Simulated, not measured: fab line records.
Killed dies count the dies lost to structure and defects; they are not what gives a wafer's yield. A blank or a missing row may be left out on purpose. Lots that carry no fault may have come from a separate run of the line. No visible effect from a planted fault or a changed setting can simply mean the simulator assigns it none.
Comparing a struck lot with a sound one :: flow sfq-line :: 42 out of 325 route steps
Sound: the wafers L989.2, L989.3, L989.5. Struck: wafers L999.5, L999.6. (L999.3 of the same lot was not struck and is left out.) The cause comes at the end.
At each step with rows: each side's tool, then ch and its chambers, then its first start. Under that, the readings that differ: sound wafers :: struck wafers :: difference of the means :: sigmas: that difference in standard deviations of wafers without a fault.
alike: same words and numbers on both sides, and readings whose means sit less than 2 such deviations apart. not compared: any withheld reading, any reading some wafer has no value for, any bound like >300 that may hide the same value, and any number with overlapping values for which the record gives no deviation.
Wherever a step has rows on one side only, a row that says differs or no value, or a row with sigmas, the two part there. Non-overlapping numbers with no deviation appear without sigmas and do not part them. A reading missing from all wafers of one side parts the sides only when that side holds two or more wafers.

first, 3 steps without rows for these wafers: SFQ_TRILAYER_M5_LITHO_EXPOSE_124 (exposes mask M5, target cd 700 nm); SFQ_TRILAYER_M5_LITHO_PEB_126 (peb time 60 s); SFQ_TRILAYER_M5_LITHO_DEVELOP_125 (time 60 s).
SFQ_M5_OVL_MEAS_932:
  sound on overlay-01, day 57 15:59; struck on overlay-01, day 60 22:07
  alike: M5_OVL
then, 1 step without rows for these wafers: SFQ_TRILAYER_M5_BARC_OPEN_METAL_ETCH_161 (etches BARC in O2, target depth 125 nm, time 41.7 s).
SFQ_TRILAYER_M5_ETCH_METAL_ETCH_126: etches Nb in Cl2/BCl3, stops on SiO2, time 203.2 s, target depth 265 nm.
  sound on rie-metal-03 ch 0,1, day 57 16:05; struck on rie-metal-01 ch 0,1, day 60 22:16
  alike: drypump-motor-current-A, oes-product-au
  not compared: rf-hours-counter-h
then, 5 steps without rows for these wafers: SFQ_TRILAYER_M5_STRIP_STRIP_127 (strips in O2); SFQ_TRILAYER_M5_STRIP_SOLV_CLEAN_128 (cleans in NMP, time 600 s); SFQ_TRILAYER_A5B_DEP_PECVD_129 (deposits SiO2 from SiH4/N2O, time 133.33 s, target thk 600 nm); SFQ_TRILAYER_A5B_CMP_CMP_130 (polishes, stops on Nb, target thk 340.7 nm); SFQ_TRILAYER_A5B_METRO_MEASURE_131.
SFQ_TRILAYER_R5_DEP_SPUTTER_132: material Ti, target thk 5 nm, time 5 s.
  sound on pvd-sputter-05, day 57 21:20; struck on pvd-sputter-03, day 61 03:28
  alike: cathode-dc-power-W, throttle-valve-pct
SFQ_TRILAYER_R5_DEP_SPUTTER_133: material MoNx, target thk 40 nm, time 66.7 s.
  sound on pvd-sputter-05, day 57 21:22; struck on pvd-sputter-03, day 61 03:29
reading: model.MoNx_of_TRILAYER_R5_DEP_SPUTTER_133.thk-nm (nm)
sound: 40.28 40.59 40.62
struck: 65.63 65.53
difference: +25.08
sigmas: 
  alike: cathode-dc-power-W, throttle-valve-pct
SFQ_TRILAYER_R5_DEP_SPUTTER_134: material Ti, target thk 5 nm, time 5 s.
  sound on pvd-sputter-05, day 57 21:25; struck on pvd-sputter-03, day 61 03:32
  alike: cathode-dc-power-W, throttle-valve-pct
SFQ_R5_RS_MEAS_933: a four-point-probe measurement.
  sound on film-metro-01, day 57 21:27; struck on film-metro-03, day 61 03:53
reading: R5_MONX_RS (ohm/sq)
sound: 7.00 6.95 6.92
struck: 4.41 4.43
difference: -2.54
sigmas: -35
  not compared: hold
SFQ_R5_THK_MEAS_934: measures by xrf.
  sound on film-metro-01, day 57 21:34; struck on film-metro-03, day 61 05:44
reading: R5_MONX_THK (nm)
sound: 40.0 40.3 40.6
struck: 64.9 64.8
difference: +24.5
sigmas: +50
  not compared: hold
then, 5 steps without rows for these wafers: SFQ_TRILAYER_R5_LITHO_COAT_136 (resist thk 600 nm); SFQ_TRILAYER_R5_LITHO_SOFTBAKE_140; SFQ_TRILAYER_R5_LITHO_EXPOSE_137 (exposes mask R5, target cd 500 nm); SFQ_TRILAYER_R5_LITHO_PEB_139 (peb time 60 s); SFQ_TRILAYER_R5_LITHO_DEVELOP_138 (time 60 s).
-- the record jumps here: 6 days lie between the struck wafers' starts before and after --
SFQ_R5_OVL_MEAS_935:
  sound on overlay-01, day 64 05:29; struck on overlay-02, day 67 04:17
  alike: R5_OVL
then, 1 step without rows for these wafers: SFQ_TRILAYER_R5_BARC_OPEN_METAL_ETCH_177 (etches BARC in O2, target depth 125 nm, time 41.7 s).
SFQ_TRILAYER_R5_ETCH_METAL_ETCH_139: etches the open film in Cl2, stops on SiO2, target depth 60 nm, time 40 s.
  sound on rie-metal-03 ch 0,1, day 64 05:34; struck on rie-metal-01 ch 0,1, day 67 04:23
reading: oes-product-au (a.u.)
sound: 1.001 0.991 0.990
struck: 1.009 1.014
difference: +0.017
sigmas: +3
  alike: drypump-motor-current-A
  not compared: rf-hours-counter-h
SFQ_TRILAYER_R5_STRIP_STRIP_140: strips in O2.
  sound on rie-metal-03 ch 0,1, day 64 05:38; struck on rie-metal-01 ch 0,1, day 67 04:38
  alike: drypump-motor-current-A, oes-product-au
  not compared: rf-hours-counter-h
then, 8 steps without rows for these wafers: SFQ_TRILAYER_R5_STRIP_SOLV_CLEAN_141 (cleans in NMP, time 600 s); SFQ_TRILAYER_A5C_DEP_PECVD_142 (deposits SiO2 from SiH4/N2O, time 15.556 s, target thk 70 nm); SFQ_TRILAYER_I5_LITHO_COAT_149 (resist thk 62 nm); SFQ_TRILAYER_I5_LITHO_COAT_144 (resist thk 650 nm); SFQ_TRILAYER_I5_LITHO_SOFTBAKE_148; SFQ_TRILAYER_I5_LITHO_EXPOSE_145 (exposes mask I5, target cd 700 nm); SFQ_TRILAYER_I5_LITHO_PEB_147 (peb time 60 s); SFQ_TRILAYER_I5_LITHO_DEVELOP_146 (time 60 s).
-- the record jumps here: 6 days lie between the struck wafers' starts before and after --
SFQ_I5_OVL_MEAS_936:
  sound on overlay-02, day 70 00:05; struck on overlay-02, day 73 03:35
  alike: I5_OVL
then, 7 steps without rows for these wafers: SFQ_TRILAYER_I5_BARC_OPEN_VIA_ETCH_200 (etches BARC in O2, target depth 125 nm, time 41.7 s); SFQ_TRILAYER_I5_ETCH_VIA_ETCH_147 (etches the open film in CHF3, stops on Nb, target depth 360 nm); SFQ_TRILAYER_I5_STRIP_STRIP_148 (strips in O2); SFQ_TRILAYER_I5_STRIP_SOLV_CLEAN_149 (cleans in NMP, time 600 s); SFQ_TRILAYER_C5_LITHO_COAT_156 (resist thk 62 nm); SFQ_TRILAYER_C5_LITHO_COAT_151 (resist thk 650 nm); SFQ_TRILAYER_C5_LITHO_SOFTBAKE_155.
-- the record jumps here: 17 days lie between the struck wafers' starts before and after --
SFQ_M8_BOW_MEAS_951:
  sound on film-metro-03, day 85 01:29; struck on film-metro-01, day 90 00:55
reading: model.etest.r5.comb-log10-ohm
sound: 12 12 12
struck: 0 0
difference: -12
sigmas: 

reading: model.etest.r5.ohm-sq
sound: 7.008 6.955 6.95
struck: 4.301 4.308
difference: -2.667
sigmas: 
  alike: M8_BOW

== WHERE THEY PART ==
Earliest at SFQ_R5_RS_MEAS_933; latest, in this record, at SFQ_TRILAYER_R5_ETCH_METAL_ETCH_139. Later steps at which nothing parts them and some readings are alike: SFQ_TRILAYER_R5_STRIP_STRIP_140, SFQ_I5_OVL_MEAS_936, SFQ_M8_BOW_MEAS_951.

WHY: whatever the simulator had introduced
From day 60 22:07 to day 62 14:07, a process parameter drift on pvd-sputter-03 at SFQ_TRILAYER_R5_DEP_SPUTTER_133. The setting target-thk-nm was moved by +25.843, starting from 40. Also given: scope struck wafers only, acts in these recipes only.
